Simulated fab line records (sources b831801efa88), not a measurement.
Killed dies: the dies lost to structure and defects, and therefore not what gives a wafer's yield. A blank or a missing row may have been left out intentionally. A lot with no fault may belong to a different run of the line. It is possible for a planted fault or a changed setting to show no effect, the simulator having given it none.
fab line records	flow sfq-line
record lots=7	wafers=19	last-day=92
route steps=325 shown M1@72 I1@73
lots untouched by any fault: they come from a run of this same line in which no faults occurred
start-h: the number of hours between the record's first day and the start of the first shown wafer of the lot	wait-h: how many hours have passed since the lot's step before this one	" repeats the value in the row above	L1.1+2: a single row standing in for several wafers	- no value, or no start given	* or withheld: withheld	< > ~ a bound
route shown NAME@n: a module of which the file shows steps, and the number in the route of the first	usual: mean and standard deviation over wafers with no fault	same: alike in all rows	chamber/n: place in a boat	sites: the reading at each site	_std_site: how widely they spread, as a standard deviation	_edge_site: the outer-site mean with the inner-site mean subtracted	radius-mm: for every site, how far away it sits from the centre of the wafer	mask NAME#n: copy n	behind: tool/chamber where the wafer was last shaped	hold: the reason the lot was held/the length of the hold in hours/how it ended	device: the n, p or np transistor that did not switch	end of line: the tests these same wafers got at the end of their route	where a step has no rows: the recipe by itself	killed: the dies lost at the first sort to structure and to defects; this is not the yield of the wafer	map: dies across one wafer; x = killed, . = not, _ = none there
set.NAME: setting as actually run; set.NAME@STEP: the setting as run at that earlier step	model.NAME: the simulator's own value behind a step, which no gauge read
lots seen at some steps along the route; tables by step, rows by wafer
services: from which hour (start-h, from the record's first day; less than 0 if before it) a tool's chamber was out of use, for how many hours, and why
## steps
# step SFQ_TRILAYER_M1_STRIP_SOLV_CLEAN_044
# recipe chemistry=NMP	temp-c=70	time-s=600
# step SFQ_TRILAYER_I1_DEP_PECVD_045
# recipe material=SiO2	temp-c=150	time-s=111.11	pressure-torr=2.4	rf-w=183.3	precursor=SiH4/N2O	target-thk-nm=500
# usual heater-power-w=76/14	throttle-valve-pct=25.0/1.7
lot.wafer	tool	chamber	start-h	wait-h	heater-power-w	throttle-valve-pct
L934.2	pecvd-02	0	602.84	0.0	62	26.1
L934.5	"	0	"	"	62	26.1
L934.6	"	2	"	"	78	27.3
L935.1	pecvd-04	1	609.48	0.0	67	24.0
L935.2	"	2	"	"	81	22.6
L935.6	"	2	"	"	85	22.4
L941.1	pecvd-01	2	628.52	0.0	58	26.6
L941.2	"	1	"	"	99	25.3
L941.4	"	0	"	"	99	25.6
L943.2	pecvd-02	2	631.33	0.0	75	27.4
L943.5	"	2	"	"	81	27.4
L946.2	pecvd-02	2	634.93	0.0	74	27.6
L946.4	"	1	"	"	82	24.5
L947.1	pecvd-01	2	636.13	0.0	63	26.7
L947.5	"	2	"	"	65	26.7
L947.6	"	0	"	"	87	25.3
L948.2	pecvd-04	1	638.53	0.0	68	23.8
L948.5	"	2	"	"	78	22.4
L948.6	"	1	"	"	69	23.9
# step SFQ_TRILAYER_I1_CMP_CMP_046
# recipe material=SiO2	down-force-psi=3	platen-rpm=60	pad-velocity-m-s=0.94248
# usual edge-zone-pressure-frac=1.000/0.0057	motor-current-A=10.4/1.4	slurry-flow-ml-min=150.0/0.44	time-to-endpoint-s=215/7.7
lot.wafer	tool	chamber	start-h	wait-h	edge-zone-pressure-frac	motor-current-A	slurry-flow-ml-min	time-to-endpoint-s
L934.2	cmp-02	1	610.28	7.4	1.000	14.4	149.9	228
L934.5	"	2	"	"	0.995	10.0	150.3	224
L934.6	"	3	"	"	0.997	9.6	149.7	215
L935.2	cmp-02	0	612.78	3.3	0.994	8.9	150.3	215
L935.1	"	1	"	"	0.998	13.3	150.1	214
L935.6	"	3	614.28	4.7	0.995	10.4	150.7	212
L941.4	cmp-02	3	630.65	2.1	1.002	10.4	149.6	208
L941.1	"	1	631.65	3.1	1.006	13.0	150.2	214
L941.2	"	2	"	"	1.002	10.2	149.6	220
L943.2	cmp-02	0	633.65	2.3	0.997	8.9	150.1	208
L943.5	"	1	636.15	4.7	1.004	13.6	150.6	221
L946.4	cmp-01	2	639.09	4.1	1.005	9.8	150.2	228
L946.2	"	1	640.59	5.6	1.000	10.6	150.3	221
L947.1	cmp-02	2	640.15	4.0	1.011	10.1	149.5	205
L947.6	"	1	641.65	5.4	0.998	13.3	149.0	222
L947.5	"	2	"	"	1.011	9.9	150.4	211
L948.2	cmp-01	3	642.09	3.5	0.996	9.8	150.1	197
L948.5	"	3	644.09	5.5	1.004	9.6	149.9	208
L948.6	"	0	"	"	1.009	9.7	150.3	213
# step SFQ_I1_BOW_MEAS_912
# recipe mode=bow
# usual I1_BOW=2/7.4
lot.wafer	tool	chamber	start-h	wait-h	I1_BOW[um]
L934.2	film-metro-04	-	611.80	1.0	-5
L934.5	"	-	"	"	4
L934.6	"	-	"	"	4
L935.1	film-metro-04	-	614.78	1.0	-11
L935.2	"	-	"	"	0
L935.6	"	-	"	"	-1
L941.1	film-metro-01	-	633.65	1.5	-3
L941.2	"	-	"	"	5
L941.4	"	-	"	"	9
L943.2	film-metro-04	-	636.67	2.5	6
L943.5	"	-	"	"	6
L946.2	film-metro-04	-	642.11	1.0	6
L946.4	"	-	"	"	20
L947.1	film-metro-01	-	642.65	2.0	-8
L947.5	"	-	"	"	8
L947.6	"	-	"	"	2
L948.2	film-metro-02	-	645.11	2.5	18
L948.5	"	-	"	"	5
L948.6	"	-	"	"	-14
# step SFQ_TRILAYER_I1_METRO_MEASURE_047
# usual thk-nm=199.8/1.1
lot.wafer	tool	chamber	start-h	wait-h	thk-nm
L934.2	film-metro-04	-	612.10	0.3	200.2
L934.5	"	-	"	"	199.1
L934.6	"	-	"	"	199.1
L935.1	film-metro-04	-	614.90	0.1	201.6
L935.2	"	-	"	"	198.6
L935.6	"	-	"	"	199.8
L941.1	film-metro-01	-	633.77	0.1	200.0
L941.2	"	-	"	"	198.5
L941.4	"	-	"	"	198.7
L943.2	film-metro-04	-	636.97	0.3	200.0
L943.5	"	-	"	"	201.3
L946.2	film-metro-04	-	642.41	0.3	200.9
L946.4	"	-	"	"	199.4
L947.1	film-metro-01	-	642.77	0.1	201.0
L947.5	"	-	"	"	201.0
L947.6	"	-	"	"	200.6
L948.2	film-metro-02	-	645.41	0.3	198.7
L948.5	"	-	"	"	198.7
L948.6	"	-	"	"	199.3
# step SFQ_TRILAYER_I1_VIA_LITHO_COAT_054
# recipe resist=BARC	spin-rpm=3000	resist-thk-nm=62
# step SFQ_TRILAYER_I1_VIA_LITHO_COAT_049
# recipe resist=KrF	spin-rpm=3000	resist-thk-nm=650
# step SFQ_TRILAYER_I1_VIA_LITHO_SOFTBAKE_053
# recipe temp-c=withheld	time-s=withheld	resist=KrF
# step SFQ_TRILAYER_I1_VIA_LITHO_EXPOSE_050
# recipe mask-id=I1	na=0.6	source-shape=conventional	sigma-outer=0.65	target-cd-nm=500	dose-mj=21.3
# step SFQ_TRILAYER_I1_VIA_LITHO_PEB_052
# recipe peb-temp-c=115	peb-time-s=60	resist=KrF
# step SFQ_TRILAYER_I1_VIA_LITHO_DEVELOP_051
# recipe time-s=60	resist=KrF
# step SFQ_I1_OVL_MEAS_913
# usual I1_OVL=-2/6.3
lot.wafer	tool	chamber	start-h	wait-h	I1_OVL[nm]
L934.2	overlay-01	-	771.34	0.1	1
L934.5	"	-	"	"	1
L934.6	"	-	"	"	-5
L935.1	overlay-01	-	777.46	0.1	-5
L935.2	"	-	"	"	-2
L935.6	"	-	"	"	0
L941.1	overlay-02	-	791.99	0.1	7
L941.2	"	-	"	"	2
L941.4	"	-	"	"	2
L943.2	overlay-02	-	794.39	0.1	-17
L943.5	"	-	"	"	-17
L946.2	overlay-01	-	799.19	0.1	-2
L946.4	"	-	"	"	-6
L947.1	overlay-01	-	800.39	0.1	4
L947.5	"	-	"	"	-5
L947.6	"	-	"	"	-4
L948.2	overlay-01	-	802.79	0.1	0
L948.5	"	-	"	"	1
L948.6	"	-	"	"	3
# step SFQ_TRILAYER_I1_VIA_BARC_OPEN_VIA_ETCH_071
# recipe mask-material=PR	chemistry=O2	target-depth-nm=125	target=BARC	source-w=500	bias-w=80	pressure-mtorr=30	time-s=41.7
# usual chamber-pressure-mTorr=30.002/0.027	drypump-motor-current-A=5.7/0.53	oes-product-au=0.686/0.0053
lot.wafer	tool	chamber	start-h	wait-h	chamber-pressure-mTorr	drypump-motor-current-A	oes-product-au	rf-hours-counter-h	model.KrF_of_TRILAYER_I1_VIA_LITHO_COAT_049.thk-nm
L934.2	rie-diel-04	2	771.37	0.0	30.036	5.3	0.682	3	568.9
L934.5	"	0	"	"	30.000	5.7	0.686	-	573.1
L934.6	"	3	"	"	29.979	6.1	0.687	-	570.7
L935.1	rie-diel-04	1	777.50	0.0	30.011	5.4	0.685	16	570.1
L935.2	"	2	"	"	30.008	5.3	0.677	3	570.3
L935.6	"	3	"	"	29.946	6.0	0.688	-	570.8
L941.1	rie-diel-04	2	792.02	0.0	29.961	5.3	0.687	3	571.9
L941.2	"	1	"	"	29.994	5.4	0.691	16	543.1
L941.4	"	0	"	"	30.009	5.7	0.684	-	547.4
L943.2	rie-diel-04	2	794.42	0.0	29.966	5.3	0.685	3	538.7
L943.5	"	1	"	"	29.973	5.3	0.683	-	572.2
L946.2	rie-diel-04	2	799.22	0.0	29.983	5.3	0.683	3	544.9
L946.4	"	1	"	"	30.002	5.4	0.683	-	546.6
L947.1	rie-diel-01	2	800.42	0.0	29.937	6.8	0.690	41	574
L947.5	"	0	"	"	29.957	5.6	0.685	-	574.2
L947.6	"	3	"	"	30.015	5.3	0.687	-	575.8
L948.2	rie-diel-03	2	802.82	0.0	30.048	5.7	0.678	26	574.4
L948.5	"	3	"	"	30.035	4.7	0.690	-	572.6
L948.6	"	0	"	"	29.995	6.5	0.688	-	572.2
# step SFQ_TRILAYER_I1_VIA_ETCH_VIA_ETCH_052
# recipe target=SiO2	stop-on=Nb	mask-material=PR	taper-deg=20	chemistry=CHF3	target-depth-nm=260	source-w=500	bias-w=80	pressure-mtorr=30	time-s=withheld
# usual chamber-pressure-mTorr=30.000/0.028	drypump-motor-current-A=5.7/0.53	oes-product-au=0.854/0.005
lot.wafer	tool	chamber	start-h	wait-h	chamber-pressure-mTorr	drypump-motor-current-A	oes-product-au	model.KrF_of_TRILAYER_I1_VIA_LITHO_COAT_049.thk-nm
L934.2	rie-diel-04	2	771.41	0.0	30.021	5.3	0.854	523.6
L934.5	"	0	"	"	30.054	5.7	0.851	530.2
L934.6	"	3	"	"	30.029	6.1	0.856	525.6
L935.1	rie-diel-04	1	777.54	0.0	30.020	5.3	0.855	525.7
L935.2	"	2	"	"	30.001	5.3	0.852	525.2
L935.6	"	3	"	"	29.953	6.1	0.850	525.9
L941.1	rie-diel-04	2	792.06	0.0	29.987	5.3	0.844	526.4
L941.2	"	1	"	"	30.010	5.3	0.854	498.3
L941.4	"	0	"	"	30.002	5.7	0.846	504.2
L943.2	rie-diel-04	2	794.46	0.0	29.950	5.4	0.847	492.7
L943.5	"	1	"	"	30.012	5.4	0.854	527.5
L946.2	rie-diel-04	2	799.26	0.0	30.043	5.3	0.860	499.5
L946.4	"	1	"	"	29.998	5.4	0.849	501.8
L947.1	rie-diel-01	2	800.46	0.0	30.007	6.8	0.854	530.2
L947.5	"	0	"	"	30.000	5.7	0.860	530.7
L947.6	"	3	"	"	29.998	5.3	0.856	531.7
L948.2	rie-diel-03	2	802.86	0.0	29.975	5.8	0.846	530.4
L948.5	"	3	"	"	29.990	4.7	0.850	529.3
L948.6	"	0	"	"	29.966	6.5	0.853	528.3
# step SFQ_TRILAYER_I1_VIA_STRIP_STRIP_053
# recipe gas=O2	power-w=200	platen-temp-c=40	overash-fraction=0.65	chemistry=O2	pressure-mtorr=50
# usual chamber-pressure-mTorr=50.00/0.048	drypump-motor-current-A=6.0/0.48	oes-product-au=1.001/0.0094
lot.wafer	tool	chamber	start-h	wait-h	chamber-pressure-mTorr	drypump-motor-current-A	oes-product-au	rf-hours-counter-h
L934.2	rie-metal-04	0	771.53	-	50.01	6.4	1.000	110
L934.5	"	1	"	"	49.91	5.2	1.017	-
L934.6	"	0	"	"	49.99	6.4	1.005	-
L935.1	rie-metal-01	1	777.65	-	49.95	6.1	0.993	27
L935.2	"	0	"	"	50.00	6.0	1.005	64
L935.6	"	1	"	"	50.03	6.1	0.990	-
L941.1	rie-metal-03	1	792.18	-	50.02	5.7	0.992	106
L941.2	"	0	"	"	49.99	6.6	1.002	120
L941.4	"	0	"	"	50.09	6.5	0.996	-
L943.2	rie-metal-03	0	794.58	-	49.99	6.6	0.992	120
L943.5	"	0	"	"	49.99	6.6	0.999	-
L946.2	rie-metal-03	0	799.38	-	50.03	6.6	1.016	121
L946.4	"	1	"	"	50.01	5.7	0.988	-
L947.1	rie-metal-04	1	800.58	-	49.96	5.2	1.013	111
L947.5	"	1	"	"	49.94	5.2	1.005	-
L947.6	"	0	"	"	50.06	6.4	1.005	-
L948.2	rie-metal-01	1	802.98	-	49.98	6.1	0.988	32
L948.5	"	1	"	"	50.03	6.1	0.998	-
L948.6	"	0	"	"	50.02	5.9	1.011	-
## services
tool	chamber	start-h	hours	kind
film-metro-01	-	585.39	1.9	pm
film-metro-01	-	589.58	0.9	repair
rie-diel-01	1	595.06	2.8	repair
rie-diel-03	3	596.58	3.2	repair
cmp-02	-	604.73	1.0	repair
rie-diel-04	3	608.99	12.6	repair
rie-diel-04	-	609.61	2.8	pm
rie-metal-03	1	620.79	26.3	repair
rie-diel-03	0	622.85	11.5	repair
cmp-02	-	625.14	4.2	repair
rie-diel-01	1	635.16	6.8	repair
rie-metal-04	0	638.15	20.5	repair
film-metro-04	-	644.45	1.9	pm
pecvd-02	-	652.65	0.4	repair
cmp-02	-	664.93	2.6	repair
film-metro-04	-	689.14	1.5	pm
cmp-02	-	703.06	4.6	pm
cmp-02	-	742.96	1.5	repair
film-metro-04	-	744.06	0.6	pm
rie-diel-04	0	747.62	3.1	repair
cmp-02	-	751.19	4.0	pm
pecvd-02	0	764.97	21.7	repair
rie-diel-04	3	787.09	19.4	repair
rie-diel-04	2	802.75	4.6	repair
## key
first-sign none at tools or gauges
model-effect step=SFQ_TRILAYER_I1_VIA_BARC_OPEN_VIA_ETCH_071	value=KrF_of_TRILAYER_I1_VIA_LITHO_COAT_049.thk-nm	without=573.7	struck=544.2
model-effect step=SFQ_TRILAYER_I1_VIA_ETCH_VIA_ETCH_052	value=KrF_of_TRILAYER_I1_VIA_LITHO_COAT_049.thk-nm	without=528.8	struck=499.3
met-at SFQ_TRILAYER_I1_VIA_BARC_OPEN_VIA_ETCH_071
struck-wafers L941.2,L941.4,L943.2,L946.2,L946.4
onset-between 777.50 792.02
fault kind=process-parameter-drift	tool=rie-diel-04	chamber=-	onset-h=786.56	steps=SFQ_TRILAYER_I1_VIA_BARC_OPEN_VIA_ETCH_071	channel=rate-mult	offset=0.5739	shape=step	end-h=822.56	scope=struck-wafers-only
